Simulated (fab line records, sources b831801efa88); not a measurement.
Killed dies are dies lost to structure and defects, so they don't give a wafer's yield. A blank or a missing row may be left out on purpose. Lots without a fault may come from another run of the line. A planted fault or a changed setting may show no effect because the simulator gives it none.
Which tool did it? | flow gf180mcu | 12 lots, 36 wafers sampled, at 6 steps of a route of 602

WHAT THE GAUGES READ, wafer by wafer
GF_LVPWELL_OVL_MEAS_07.
lot  | measured    | on         | LVPWELL_OVL (nm)
L655 | day 4 07:19 | overlay-02 | 2.1 1.5 2.7
L656 | day 4 14:55 | overlay-02 | 0.4 0.6 0.9
L657 | day 4 20:31 | overlay-02 | 1.0 -0.6 1.0
L659 | day 5 07:37 | overlay-02 | 0.9 1.0 2.0
L660 | day 5 15:48 | overlay-01 | 0.4 0.7 1.6
L662 | day 6 01:38 | overlay-01 | 3.5 0.6 1.7
L663 | day 6 05:34 | overlay-02 | 0.9 -0.3 -0.9
L664 | day 6 09:44 | overlay-02 | -0.9 -1.8 -1.1
L667 | day 7 02:28 | overlay-01 | 1.0 1.4 1.3
L674 | day 8 20:43 | overlay-01 | 2.7 -0.6 0.3
L675 | day 9 01:31 | overlay-01 | -0.4 -1.4 0.4
L676 | day 9 08:22 | overlay-01 | 1.0 1.6 0.3

GF_HV_LDD_TW_MEAS_11.
lot  | measured     | on            | HV_LDD_TW
L655 | day 10 19:28 | film_metro-02 | 2434 2436 2426
L656 | day 11 04:44 | film_metro-01 | 2415 2405 2404
L657 | day 11 09:31 | film_metro-02 | 2425 2437 2430
L659 | day 12 00:07 | film_metro-02 | 2431 2428 2456
L660 | day 12 13:39 | film_metro-02 | 2431 2441 2437
L662 | day 12 22:14 | film_metro-02 | 2434 2442 2436
L663 | day 13 08:16 | film_metro-04 | 1741 1746 1746
L664 | day 13 14:07 | film_metro-04 | 1750 1740 1737
L667 | day 14 11:01 | film_metro-02 | 2436 2437 2420
L674 | day 16 12:35 | film_metro-01 | 2437 2427 2431
L675 | day 16 21:03 | film_metro-01 | 2436 2424 2422
L676 | day 17 12:29 | film_metro-01 | 2430 2418 2415

GF_HV_LDD_RS_MEAS_53: measures by four-point-probe.
lot  | measured     | on            | HV_LDD_RS (ohm/sq)
L655 | day 13 07:20 | film_metro-01 | 418.0 417.6 417.4
L656 | day 13 16:10 | film_metro-04 | 420.0 419.3 418.9
L657 | day 13 22:30 | film_metro-01 | 417.9 417.9 417.9
L659 | day 14 13:09 | film_metro-02 | 418.7 418.5 417.6
L660 | day 15 05:20 | film_metro-04 | 418.1 419.2 419.0
L662 | day 15 14:14 | film_metro-02 | 418.4 417.5 417.7
L663 | day 16 01:51 | film_metro-01 | 609.8 610.8 611.6
L664 | day 16 08:26 | film_metro-01 | 611.1 611.7 610.3
L667 | day 17 06:58 | film_metro-04 | 418.2 418.7 419.1
L674 | day 19 11:16 | film_metro-01 | 417.4 418.2 417.3
L675 | day 19 20:42 | film_metro-02 | 418.3 417.8 419.0
L676 | day 20 12:26 | film_metro-02 | 418.6 419.6 417.8

GF_SAB_CD_MEAS_09: target cd 420 nm.
lot  | measured     | on        | cd_nm (nm)
L655 | day 16 04:22 | cd_sem-02 | 419.5 420.1 418.8
L656 | day 16 14:25 | cd_sem-02 | 419.8 421.2 420.6
L657 | day 16 23:02 | cd_sem-02 | 421.6 418.3 417.3
L659 | day 17 11:17 | cd_sem-02 | 419.3 419.1 417.7
L660 | day 18 07:16 | cd_sem-01 | 421.0 420.5 421.4
L662 | day 18 18:50 | cd_sem-01 | 421.7 421.0 420.2
L663 | day 19 02:44 | cd_sem-02 | 422.6 421.9 421.7
L664 | day 19 10:21 | cd_sem-02 | 418.8 418.9 417.9
L667 | day 20 08:59 | cd_sem-01 | 417.5 420.3 418.2
L674 | day 22 14:50 | cd_sem-02 | 420.7 421.7 420.9
L675 | day 22 23:41 | cd_sem-02 | 416.5 416.9 416.4
L676 | day 23 15:20 | cd_sem-02 | 419.3 417.2 420.0

WHICH TOOL RAN EACH LOT (tool, then ch and the chambers of the sampled wafers, then the start)
lot  | GF_VT_IMPLANT_STRIP_31               | GF_HV_LDD_IMPLANT_09
L655 | plasma_asher-03 ch 1, day 7 11:17    | implanter-01 ch 0, day 10 19:14
L656 | plasma_asher-02 ch 0,1, day 7 19:29  | implanter-01 ch 0, day 11 04:29
L657 | plasma_asher-03 ch 0,1, day 8 02:29  | implanter-01 ch 0, day 11 09:16
L659 | plasma_asher-02 ch 0,1, day 8 15:06  | implanter-03 ch 0, day 11 23:52
L660 | plasma_asher-02 ch 0,1, day 9 00:47  | implanter-01 ch 0, day 12 13:24
L662 | plasma_asher-02 ch 0,1, day 9 11:02  | implanter-01 ch 0, day 12 22:01
L663 | plasma_asher-02 ch 0,1, day 9 16:59  | implanter-01 ch 0, day 13 08:01
L664 | plasma_asher-03 ch 0,1, day 9 21:26  | implanter-01 ch 0, day 13 13:54
L667 | plasma_asher-03 ch 0,1, day 10 17:08 | implanter-02 ch 0, day 14 10:48
L674 | plasma_asher-02 ch 0,1, day 12 16:57 | implanter-03 ch 0, day 16 12:21
L675 | plasma_asher-03 ch 0,1, day 12 23:11 | implanter-02 ch 0, day 16 20:48
L676 | plasma_asher-02 ch 0,1, day 13 09:25 | implanter-01 ch 0, day 17 12:16
- GF_VT_IMPLANT_STRIP_31: strips in O2/N2.
- GF_HV_LDD_IMPLANT_09

WHAT THE TOOLS THEMSELVES READ (means of the sampled wafers that have a number; where no wafer has one, the mark that the record gives instead)
GF_VT_IMPLANT_STRIP_31.
lot  | tool            | drypump_motor_current_A (A) | heater_power_w (W) | oes_product_au (a.u.) | platen_temp_c (C) | strip_time_to_endpoint_s (s)
L655 | plasma_asher-03 | 5.6                         | 290                | 0.711                 | 250.18            | 12.66
L656 | plasma_asher-02 | 5.0                         | 316                | 0.720                 | 250.24            | 12.65
L657 | plasma_asher-03 | 5.5                         | 300                | 0.715                 | 250.03            | 12.65
L659 | plasma_asher-02 | 5.0                         | 317                | 0.716                 | 250.03            | 12.64
L660 | plasma_asher-02 | 4.9                         | 317                | 0.714                 | 250.06            | 12.68
L662 | plasma_asher-02 | 5.0                         | 314                | 0.713                 | 249.93            | 12.68
L663 | plasma_asher-02 | 5.2                         | 343                | 0.715                 | 250.05            | 12.72
L664 | plasma_asher-03 | 5.3                         | 313                | 0.719                 | 250.13            | 12.70
L667 | plasma_asher-03 | 5.5                         | 301                | 0.720                 | 249.94            | 12.59
L674 | plasma_asher-02 | 5.2                         | 340                | 0.711                 | 250.01            | 12.69
L675 | plasma_asher-03 | 5.4                         | 313                | 0.714                 | 249.95            | 12.65
L676 | plasma_asher-02 | 5.2                         | 341                | 0.716                 | 249.88            | 12.69

GF_HV_LDD_IMPLANT_09.
lot  | tool         | dose_ions_cm2 | faraday_current_uA
L655 | implanter-01 | 1.0004e+14    | 563
L656 | implanter-01 | 1.0004e+14    | 567
L657 | implanter-01 | 1.0007e+14    | 572
L659 | implanter-03 | 1.0000e+14    | 563
L660 | implanter-01 | 9.9917e+13    | 561
L662 | implanter-01 | 1.0018e+14    | 559
L663 | implanter-01 | 3.3053e+13    | 188
L664 | implanter-01 | 3.3117e+13    | 189
L667 | implanter-02 | 1.0006e+14    | 572
L674 | implanter-03 | 1.0010e+14    | 570
L675 | implanter-02 | 9.9987e+13    | 565
L676 | implanter-01 | 1.0015e+14    | 563

THE ANSWER, worked out from the rows above alone
Rule: what is usual is taken from the lots themselves. Put in order of their means at a reading, lots are off if they are a third of the lots or fewer, leave a main group of 4 or more, and stand apart from it by a gap of 3 or more times the standard deviation of the main group's means; of several such gaps the widest counts. A main group whose means are all the same, to the digits that the tables above print for the reading, isn't used. A lot without any number at a reading at which 4 lots or more have one is off too. The other lots that the step has rows for count as sound. The gauges are gone through in route order, then the tools' own readings, and for those a lot's mean is taken as printed above. The first step at which some lot is off is used, and at that step the reading that is off furthest; a lot without a number counts as furthest.
Off: L663, L664, at GF_HV_LDD_TW_MEAS_11 (HV_LDD_TW). The main group: mean 2429, standard deviation 8.6.
A tool fits if, at a process step before that reading, it ran every lot that is off, and no sound lot after the first of them. The gauges at GF_HV_LDD_TW_MEAS_11 aren't tried: what is off there is off at GF_HV_LDD_RS_MEAS_53 too, on other tools, and a gauge's error can't cause that. None of those tried fits.

WHAT THE SIMULATOR HAD PUT IN
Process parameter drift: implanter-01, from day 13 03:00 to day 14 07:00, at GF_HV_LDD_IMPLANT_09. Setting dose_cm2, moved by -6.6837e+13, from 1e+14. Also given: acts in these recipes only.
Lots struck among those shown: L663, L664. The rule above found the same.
